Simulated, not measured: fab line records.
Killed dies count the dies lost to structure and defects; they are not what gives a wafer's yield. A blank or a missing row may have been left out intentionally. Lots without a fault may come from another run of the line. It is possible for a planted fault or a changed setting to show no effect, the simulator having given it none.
fab line records + flow gf180mcu
[record]
- lots = 12
- wafers = 36
- last_day = 34
route steps=602 shown VT_IMPLANT@99 HV_LDD@213
lots that met no fault: from a run of the same line without faults
start_h: the number of hours between the record's first day and the start of the first shown wafer of the lot + wait_h: hours from the lot's prior step to this one + " the same as in the row above + L1.1+2: a row that stands for several wafers + - no value present, or no start provided + * or withheld: withheld + < > ~ a bound
route shown NAME@n: names a module that has steps shown in the file, with the first one's number in the route + usual: mean/standard deviation taken from wafers without a fault + same: alike in all rows + chamber/n: place in a boat + sites: per-site readings + _std_site: their standard deviation + _edge_site: outer sites' mean less inner sites' + radius_mm: how far each site lies from the wafer's centre + mask NAME#n: copy n + behind: the last tool/chamber to shape the wafer + hold: why the lot went on hold/how many hours it stayed there/how the hold came to an end + device: which transistor (n, p or np) failed to switch + end of line: the route-end tests of the same wafers + where a step has no rows: the recipe by itself + killed: at the first sort, the dies lost to defects and structure; wafer yield is something else + map: per-die view of a wafer (x killed, . not killed, _ where there is no die)
set.NAME: the setting the step ran with; set.NAME@STEP: the setting that earlier step ran with + model.NAME: the simulator's own value behind a step, which no gauge read
steps of the route over a sample of lots; a table a step, a row a wafer
services: when a tool's chamber went out of use (start_h, in hours from the record's first day, below 0 if earlier), for how many hours, and the reason
[[steps]]
[step GF_VT_IMPLANT_STRIP_09]
[recipe]
- chemistry = O2/N2
- power_w = 1400
- pressure_mtorr = 1500
- platen_temp_c = 250
- o2_flow_sccm = 3000
- n2_flow_sccm = 300
- overash_fraction = 0.5
[usual]
- drypump_motor_current_A = 5.9/0.5
- heater_power_w = 344/27
- oes_product_au = 0.716/0.0048
- strip_time_to_endpoint_s = 12.62/0.038
| lot.wafer | tool            | chamber | start_h | wait_h | drypump_motor_current_A | heater_power_w | oes_product_au | rf_hours_counter_h | strip_time_to_endpoint_s |
|-----------|-----------------|---------|---------|--------|-------------------------|----------------|----------------|--------------------|--------------------------|
| L703.1    | plasma_asher-04 | 1       | 109.12  | 0.1    | 6.4                     | 366            | 0.724          | 46                 | 12.63                    |
| L703.2    | "               | 0       | "       | "      | 5.5                     | 343            | 0.719          | 46                 | 12.62                    |
| L703.3    | "               | 0       | "       | "      | 5.5                     | 351            | 0.714          | -                  | 12.62                    |
| L704.3    | plasma_asher-04 | 1       | 116.43  | 0.1    | 6.4                     | 361            | 0.717          | -                  | 12.57                    |
| L704.4    | "               | 0       | "       | "      | 5.5                     | 353            | 0.717          | -                  | 12.61                    |
| L704.6    | "               | 1       | "       | "      | 6.4                     | 364            | 0.722          | -                  | 12.59                    |
| L706.1    | plasma_asher-02 | 1       | 134.10  | 0.1    | 5.8                     | 325            | 0.711          | 50                 | 12.67                    |
| L706.2    | "               | 0       | "       | "      | 5.4                     | 374            | 0.718          | 50                 | 12.65                    |
| L706.5    | "               | 0       | "       | "      | 5.4                     | 377            | 0.716          | -                  | 12.64                    |
| L707.2    | plasma_asher-01 | 1       | 143.80  | 0.1    | 5.7                     | 291            | 0.718          | 2                  | 12.58                    |
| L707.3    | "               | 1       | "       | "      | 5.7                     | 282            | 0.711          | -                  | 12.56                    |
| L707.6    | "               | 0       | "       | "      | 6.8                     | 358            | 0.721          | -                  | 12.59                    |
| L708.1    | plasma_asher-04 | 0       | 145.23  | 0.1    | 5.5                     | 348            | 0.721          | 49                 | 12.60                    |
| L708.4    | "               | 1       | "       | "      | 6.3                     | 358            | 0.712          | -                  | 12.56                    |
| L708.6    | "               | 0       | "       | "      | 5.5                     | 346            | 0.720          | -                  | 12.57                    |
| L711.1    | plasma_asher-01 | 0       | 164.17  | 0.1    | 6.8                     | 355            | 0.715          | 4                  | 12.61                    |
| L711.4    | "               | 0       | "       | "      | 6.8                     | 359            | 0.725          | -                  | 12.63                    |
| L711.6    | "               | 0       | "       | "      | 6.9                     | 349            | 0.723          | -                  | 12.61                    |
| L712.4    | plasma_asher-04 | 1       | 170.90  | 0.1    | 6.4                     | 371            | 0.709          | -                  | 12.58                    |
| L712.5    | "               | 1       | "       | "      | 6.4                     | 373            | 0.713          | -                  | 12.59                    |
| L712.6    | "               | 0       | "       | "      | 5.5                     | 347            | 0.718          | -                  | 12.56                    |
| L719.1    | plasma_asher-02 | 0       | 211.13  | 0.1    | 5.4                     | 369            | 0.708          | 58                 | 12.67                    |
| L719.2    | "               | 1       | "       | "      | 5.8                     | 316            | 0.707          | 58                 | 12.68                    |
| L719.4    | "               | 0       | "       | "      | 5.4                     | 378            | 0.722          | -                  | 12.66                    |
| L720.3    | plasma_asher-01 | 0       | 217.02  | 0.1    | 6.8                     | 346            | 0.711          | -                  | 12.61                    |
| L720.4    | "               | 1       | "       | "      | 5.7                     | 282            | 0.707          | -                  | 12.57                    |
| L720.6    | "               | 0       | "       | "      | 6.9                     | 350            | 0.710          | -                  | 12.60                    |
| L721.2    | plasma_asher-04 | 0       | 222.30  | 0.1    | 5.5                     | 349            | 0.714          | 57                 | 12.71                    |
| L721.3    | "               | 1       | "       | "      | 6.3                     | 366            | 0.721          | -                  | 12.69                    |
| L721.4    | "               | 0       | "       | "      | 5.5                     | 349            | 0.714          | -                  | 12.70                    |
| L725.1    | plasma_asher-04 | 1       | 245.38  | 0.1    | 6.4                     | 356            | 0.718          | 60                 | 12.64                    |
| L725.3    | "               | 0       | "       | "      | 5.5                     | 344            | 0.718          | -                  | 12.60                    |
| L725.5    | "               | 0       | "       | "      | 5.5                     | 339            | 0.719          | -                  | 12.60                    |
| L726.1    | plasma_asher-01 | 1       | 258.22  | 0.1    | 5.7                     | 289            | 0.715          | 14                 | 12.57                    |
| L726.2    | "               | 0       | "       | "      | 6.8                     | 350            | 0.707          | 14                 | 12.59                    |
| L726.5    | "               | 1       | "       | "      | 5.6                     | 295            | 0.714          | -                  | 12.59                    |
[step GF_VT_IMPLANT_COAT_13]
[recipe]
- resist = NOVOLAK
- spin_rpm = 3000
- resist_thk_nm = 1000
| lot.wafer  | tool           | chamber | start_h | wait_h |
|------------|----------------|---------|---------|--------|
| L703.1+2+3 | litho_track-01 | 0       | 116.10  | 0.1    |
| L704.3+4+6 | litho_track-04 | 0       | 123.53  | 0.1    |
| L706.1+2+5 | litho_track-02 | 0       | 141.11  | 0.1    |
| L707.2+3+6 | litho_track-01 | 0       | 151.37  | 0.1    |
| L708.1+4+6 | litho_track-02 | 0       | 152.76  | 0.1    |
| L711.1+4+6 | litho_track-04 | 0       | 171.93  | 0.1    |
| L712.4+5+6 | litho_track-01 | 0       | 179.12  | 0.1    |
| L719.1+2+4 | litho_track-01 | 0       | 220.00  | 0.1    |
| L720.3+4+6 | litho_track-02 | 0       | 225.91  | 0.1    |
| L721.2+3+4 | litho_track-02 | 0       | 231.04  | 0.1    |
| L725.1+3+5 | litho_track-01 | 0       | 254.70  | 0.1    |
| L726.1+2+5 | litho_track-04 | 0       | 267.63  | 0.1    |
[step GF_VT_IMPLANT_STRIP_20]
[recipe]
- chemistry = O2/N2
- power_w = 1400
- pressure_mtorr = 1500
- platen_temp_c = 250
- o2_flow_sccm = 3000
- n2_flow_sccm = 300
- overash_fraction = 0.5
[usual]
- drypump_motor_current_A = 6.0/0.53
- heater_power_w = 339/30
- oes_product_au = 0.716/0.0045
- strip_time_to_endpoint_s = 12.62/0.037
| lot.wafer | tool            | chamber | start_h | wait_h | drypump_motor_current_A | heater_power_w | oes_product_au | rf_hours_counter_h | strip_time_to_endpoint_s |
|-----------|-----------------|---------|---------|--------|-------------------------|----------------|----------------|--------------------|--------------------------|
| L703.1    | plasma_asher-02 | 0       | 123.60  | 0.1    | 5.4                     | 378            | 0.715          | 48                 | 12.69                    |
| L703.2    | "               | 1       | "       | "      | 5.8                     | 326            | 0.721          | 48                 | 12.65                    |
| L703.3    | "               | 1       | "       | "      | 5.8                     | 321            | 0.709          | -                  | 12.62                    |
| L704.3    | plasma_asher-02 | 1       | 131.80  | 0.1    | 5.8                     | 312            | 0.713          | -                  | 12.65                    |
| L704.4    | "               | 0       | "       | "      | 5.4                     | 376            | 0.717          | -                  | 12.64                    |
| L704.6    | "               | 1       | "       | "      | 5.8                     | 327            | 0.716          | -                  | 12.65                    |
| L706.1    | plasma_asher-01 | 1       | 149.32  | 0.1    | 5.6                     | 292            | 0.724          | 3                  | 12.61                    |
| L706.2    | "               | 0       | "       | "      | 6.9                     | 361            | 0.717          | 3                  | 12.62                    |
| L706.5    | "               | 0       | "       | "      | 6.9                     | 358            | 0.711          | -                  | 12.62                    |
| L707.2    | plasma_asher-02 | 1       | 159.45  | 0.1    | 5.8                     | 325            | 0.719          | 52                 | 12.62                    |
| L707.3    | "               | 0       | "       | "      | 5.4                     | 365            | 0.710          | -                  | 12.61                    |
| L707.6    | "               | 1       | "       | "      | 5.8                     | 335            | 0.716          | -                  | 12.62                    |
| L708.1    | plasma_asher-04 | 1       | 160.18  | 0.1    | 6.4                     | 365            | 0.711          | 51                 | 12.59                    |
| L708.4    | "               | 1       | "       | "      | 6.3                     | 352            | 0.719          | -                  | 12.63                    |
| L708.6    | "               | 0       | "       | "      | 5.5                     | 342            | 0.717          | -                  | 12.65                    |
| L711.1    | plasma_asher-01 | 0       | 180.60  | 0.1    | 6.8                     | 353            | 0.718          | 6                  | 12.64                    |
| L711.4    | "               | 0       | "       | "      | 6.9                     | 362            | 0.713          | -                  | 12.65                    |
| L711.6    | "               | 1       | "       | "      | 5.7                     | 290            | 0.720          | -                  | 12.64                    |
| L712.4    | plasma_asher-04 | 0       | 188.00  | 0.1    | 5.5                     | 348            | 0.716          | -                  | 12.58                    |
| L712.5    | "               | 1       | "       | "      | 6.4                     | 367            | 0.717          | -                  | 12.56                    |
| L712.6    | "               | 0       | "       | "      | 5.5                     | 348            | 0.711          | -                  | 12.58                    |
| L719.1    | plasma_asher-01 | 0       | 229.13  | 0.1    | 6.8                     | 353            | 0.713          | 11                 | 12.60                    |
| L719.2    | "               | 1       | "       | "      | 5.7                     | 289            | 0.726          | 11                 | 12.57                    |
| L719.4    | "               | 0       | "       | "      | 6.8                     | 350            | 0.719          | -                  | 12.62                    |
| L720.3    | plasma_asher-02 | 0       | 235.08  | 0.1    | 5.4                     | 370            | 0.715          | -                  | 11.86                    |
| L720.4    | "               | 1       | "       | "      | 5.8                     | 335            | 0.720          | -                  | 12.64                    |
| L720.6    | "               | 1       | "       | "      | 5.8                     | 327            | 0.715          | -                  | 11.84                    |
| L721.2    | plasma_asher-01 | 0       | 240.53  | 0.1    | 6.9                     | 358            | 0.720          | 12                 | 12.61                    |
| L721.3    | "               | 1       | "       | "      | 5.7                     | 298            | 0.715          | -                  | 11.84                    |
| L721.4    | "               | 0       | "       | "      | 6.9                     | 352            | 0.722          | -                  | 12.63                    |
| L725.1    | plasma_asher-01 | 1       | 264.62  | 0.1    | 5.7                     | 289            | 0.721          | 15                 | 12.60                    |
| L725.3    | "               | 1       | "       | "      | 5.7                     | 291            | 0.714          | -                  | 12.58                    |
| L725.5    | "               | 1       | "       | "      | 5.6                     | 295            | 0.712          | -                  | 12.63                    |
| L726.1    | plasma_asher-04 | 0       | 277.50  | 0.1    | 5.5                     | 343            | 0.729          | 63                 | 12.60                    |
| L726.2    | "               | 1       | "       | "      | 6.4                     | 356            | 0.714          | 63                 | 12.64                    |
| L726.5    | "               | 1       | "       | "      | 6.4                     | 361            | 0.720          | -                  | 12.60                    |
[step GF_VT_IMPLANT_OVL_MEAS_29]
[usual]
- VT_IMPLANT_02_OVL = 0.2/1.2
| lot.wafer | tool       | chamber | start_h | wait_h | VT_IMPLANT_02_OVL[nm] |
|-----------|------------|---------|---------|--------|-----------------------|
| L703.1    | overlay-01 | -       | 137.95  | 0.1    | 2.2                   |
| L703.2    | "          | -       | "       | "      | -1.1                  |
| L703.3    | "          | -       | "       | "      | 0.5                   |
| L704.3    | overlay-02 | -       | 146.55  | 0.1    | -1.6                  |
| L704.4    | "          | -       | "       | "      | 0.7                   |
| L704.6    | "          | -       | "       | "      | 1.3                   |
| L706.1    | overlay-02 | -       | 164.31  | 0.1    | 1.4                   |
| L706.2    | "          | -       | "       | "      | 1.0                   |
| L706.5    | "          | -       | "       | "      | 2.0                   |
| L707.2    | overlay-01 | -       | 175.17  | 0.1    | 0.7                   |
| L707.3    | "          | -       | "       | "      | 0.5                   |
| L707.6    | "          | -       | "       | "      | 0.4                   |
| L708.1    | overlay-01 | -       | 176.56  | 0.1    | -0.5                  |
| L708.4    | "          | -       | "       | "      | 1.3                   |
| L708.6    | "          | -       | "       | "      | 0.6                   |
| L711.1    | overlay-02 | -       | 197.93  | 0.1    | 1.5                   |
| L711.4    | "          | -       | "       | "      | 1.8                   |
| L711.6    | "          | -       | "       | "      | 0.6                   |
| L712.4    | overlay-02 | -       | 204.63  | 0.1    | 3.3                   |
| L712.5    | "          | -       | "       | "      | 2.8                   |
| L712.6    | "          | -       | "       | "      | 2.5                   |
| L719.1    | overlay-01 | -       | 248.01  | 0.1    | 0.9                   |
| L719.2    | "          | -       | "       | "      | 0.9                   |
| L719.4    | "          | -       | "       | "      | 0.5                   |
| L720.3    | overlay-01 | -       | 253.77  | 0.1    | -0.5                  |
| L720.4    | "          | -       | "       | "      | 1.8                   |
| L720.6    | "          | -       | "       | "      | -1.3                  |
| L721.2    | overlay-02 | -       | 259.12  | 0.1    | -1.6                  |
| L721.3    | "          | -       | "       | "      | -1.8                  |
| L721.4    | "          | -       | "       | "      | -1.6                  |
| L725.1    | overlay-01 | -       | 284.38  | 0.1    | -0.3                  |
| L725.3    | "          | -       | "       | "      | -0.1                  |
| L725.5    | "          | -       | "       | "      | -2.0                  |
| L726.1    | overlay-02 | -       | 297.03  | 0.1    | -0.1                  |
| L726.2    | "          | -       | "       | "      | 1.3                   |
| L726.5    | "          | -       | "       | "      | 0.8                   |
[step GF_HV_LDD_STRIP_37]
[recipe]
- chemistry = O2/N2
- power_w = 1400
- pressure_mtorr = 1500
- platen_temp_c = 250
- o2_flow_sccm = 3000
- n2_flow_sccm = 300
- overash_fraction = 0.5
[usual]
- drypump_motor_current_A = 6.0/0.41
- heater_power_w = 321/30
- oes_product_au = 0.716/0.0048
- strip_time_to_endpoint_s = 12.61/0.038
| lot.wafer | tool            | chamber | start_h | wait_h | drypump_motor_current_A | heater_power_w | oes_product_au | rf_hours_counter_h | strip_time_to_endpoint_s |
|-----------|-----------------|---------|---------|--------|-------------------------|----------------|----------------|--------------------|--------------------------|
| L703.1    | plasma_asher-03 | 1       | 255.15  | 0.1    | 5.9                     | 288            | 0.713          | 47                 | 12.59                    |
| L703.2    | "               | 0       | "       | "      | 6.0                     | 319            | 0.723          | 47                 | 12.57                    |
| L703.3    | "               | 1       | "       | "      | 5.9                     | 285            | 0.723          | -                  | 12.60                    |
| L704.3    | plasma_asher-03 | 0       | 260.16  | 0.1    | 6.0                     | 315            | 0.720          | -                  | 12.61                    |
| L704.4    | "               | 1       | "       | "      | 5.9                     | 288            | 0.723          | -                  | 12.59                    |
| L704.6    | "               | 1       | "       | "      | 5.9                     | 287            | 0.711          | -                  | 12.59                    |
| L706.1    | plasma_asher-02 | 0       | 283.29  | 0.1    | 5.4                     | 365            | 0.713          | 63                 | 12.65                    |
| L706.2    | "               | 1       | "       | "      | 5.8                     | 331            | 0.720          | 63                 | 12.68                    |
| L706.5    | "               | 0       | "       | "      | 5.4                     | 368            | 0.715          | -                  | 12.65                    |
| L707.2    | plasma_asher-03 | 1       | 293.29  | 0.1    | 5.9                     | 292            | 0.727          | 51                 | 12.61                    |
| L707.3    | "               | 0       | "       | "      | 6.0                     | 318            | 0.720          | -                  | 12.61                    |
| L707.6    | "               | 1       | "       | "      | 5.9                     | 296            | 0.715          | -                  | 12.62                    |
| L708.1    | plasma_asher-03 | 0       | 296.39  | 0.1    | 6.0                     | 320            | 0.716          | 51                 | 12.64                    |
| L708.4    | "               | 0       | "       | "      | 6.0                     | 316            | 0.710          | -                  | 12.64                    |
| L708.6    | "               | 1       | "       | "      | 5.9                     | 290            | 0.718          | -                  | 12.61                    |
| L711.1    | plasma_asher-01 | 0       | 321.94  | 0.1    | 6.8                     | 358            | 0.712          | 21                 | 12.62                    |
| L711.4    | "               | 1       | "       | "      | 5.6                     | 284            | 0.716          | -                  | 12.61                    |
| L711.6    | "               | 1       | "       | "      | 5.7                     | 287            | 0.720          | -                  | 12.59                    |
| L712.4    | plasma_asher-01 | 0       | 329.73  | 0.1    | 6.9                     | 365            | 0.711          | -                  | 12.59                    |
| L712.5    | "               | 0       | "       | "      | 6.9                     | 352            | 0.722          | -                  | 12.59                    |
| L712.6    | "               | 1       | "       | "      | 5.7                     | 294            | 0.714          | -                  | 12.57                    |
| L719.1    | plasma_asher-03 | 1       | 381.05  | 0.1    | 5.8                     | 286            | 0.717          | 60                 | 12.64                    |
| L719.2    | "               | 0       | "       | "      | 6.0                     | 310            | 0.718          | 60                 | 12.61                    |
| L719.4    | "               | 1       | "       | "      | 5.9                     | 292            | 0.717          | -                  | 12.64                    |
| L720.3    | plasma_asher-01 | 1       | 387.30  | 0.1    | 5.6                     | 293            | 0.710          | -                  | 12.57                    |
| L720.4    | "               | 0       | "       | "      | 6.8                     | 358            | 0.726          | -                  | 12.58                    |
| L720.6    | "               | 1       | "       | "      | 5.6                     | 292            | 0.714          | -                  | 12.58                    |
| L721.2    | plasma_asher-02 | 1       | 394.80  | 0.1    | 5.8                     | 330            | 0.710          | 75                 | 12.66                    |
| L721.3    | "               | 0       | "       | "      | 5.4                     | 377            | 0.720          | -                  | 12.70                    |
| L721.4    | "               | 1       | "       | "      | 5.8                     | 323            | 0.718          | -                  | 12.66                    |
| L725.1    | plasma_asher-03 | 0       | 424.82  | 0.1    | 6.0                     | 320            | 0.720          | 64                 | 12.60                    |
| L725.3    | "               | 1       | "       | "      | 5.9                     | 285            | 0.714          | -                  | 12.56                    |
| L725.5    | "               | 0       | "       | "      | 6.0                     | 324            | 0.718          | -                  | 12.58                    |
| L726.1    | plasma_asher-02 | 0       | 439.57  | 0.1    | 5.5                     | 368            | 0.713          | 1                  | 12.56                    |
| L726.2    | "               | 1       | "       | "      | 5.9                     | 341            | 0.709          | 1                  | 12.63                    |
| L726.5    | "               | 1       | "       | "      | 5.8                     | 337            | 0.718          | -                  | 12.57                    |
[[services]]
| tool            | chamber | start_h | hours | kind                      |
|-----------------|---------|---------|-------|---------------------------|
| plasma_asher-01 | -       | 94.63   | 4.8   | repair                    |
| plasma_asher-01 | -       | 99.46   | 14.6  | pm                        |
| plasma_asher-02 | -       | 105.82  | 0.8   | repair                    |
| plasma_asher-01 | -       | 114.06  | 2.8   | pm                        |
| plasma_asher-01 | -       | 116.81  | 9.0   | pm                        |
| plasma_asher-01 | 0       | 116.81  | 9.0   | vent_cycle                |
| plasma_asher-01 | 1       | 116.81  | 9.0   | vent_cycle                |
| plasma_asher-01 | 0       | 125.81  | -     | clean                     |
| plasma_asher-01 | 1       | 125.81  | -     | clean                     |
| plasma_asher-04 | -       | 197.53  | 2.8   | pm                        |
| litho_track-02  | -       | 241.93  | -     | consumable_replace:filter |
| plasma_asher-02 | -       | 243.16  | 22.2  | repair                    |
| plasma_asher-01 | -       | 271.70  | 3.3   | repair                    |
| plasma_asher-03 | -       | 345.01  | 2.8   | pm                        |
| plasma_asher-02 | -       | 421.25  | 9.0   | pm                        |
| plasma_asher-02 | 0       | 421.25  | 9.0   | vent_cycle                |
| plasma_asher-02 | 1       | 421.25  | 9.0   | vent_cycle                |
| plasma_asher-01 | -       | 428.40  | 1.1   | repair                    |
| plasma_asher-02 | 0       | 430.25  | -     | clean                     |
| plasma_asher-02 | 1       | 430.25  | -     | clean                     |
[[key]]
[first_sign]
- step = GF_VT_IMPLANT_STRIP_20
- reading = strip_time_to_endpoint_s
- direction = down
- sigmas = 21
- usual = *
- struck = *
effect none on later readings
met_at GF_VT_IMPLANT_COAT_13
struck_lots L720,L721
struck_wafers L720.3,L720.6,L721.3
tester_left_out L720,L721
not_acting_at GF_VT_IMPLANT_STRIP_09,GF_VT_IMPLANT_OVL_MEAS_29,GF_HV_LDD_STRIP_37
onset_between 152.76 225.91
[fault]
- kind = process_parameter_drift
- tool = litho_track-02
- chamber = -
- onset_h = 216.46
- steps = GF_VT_IMPLANT_COAT_13
- channel = resist_thk_nm
- offset = *
- shape = step
- end_h = 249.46
- scope = struck_wafers_only
- acts_in = *
- stated = *
// tester_left_out: of these lots the tester's yield and bins aren't shown, on N5 and GAA mostly nor the transistor test; their killed dies are dies lost to structure and defects alone, not to doping, threshold or leakage, so they don't give the yield
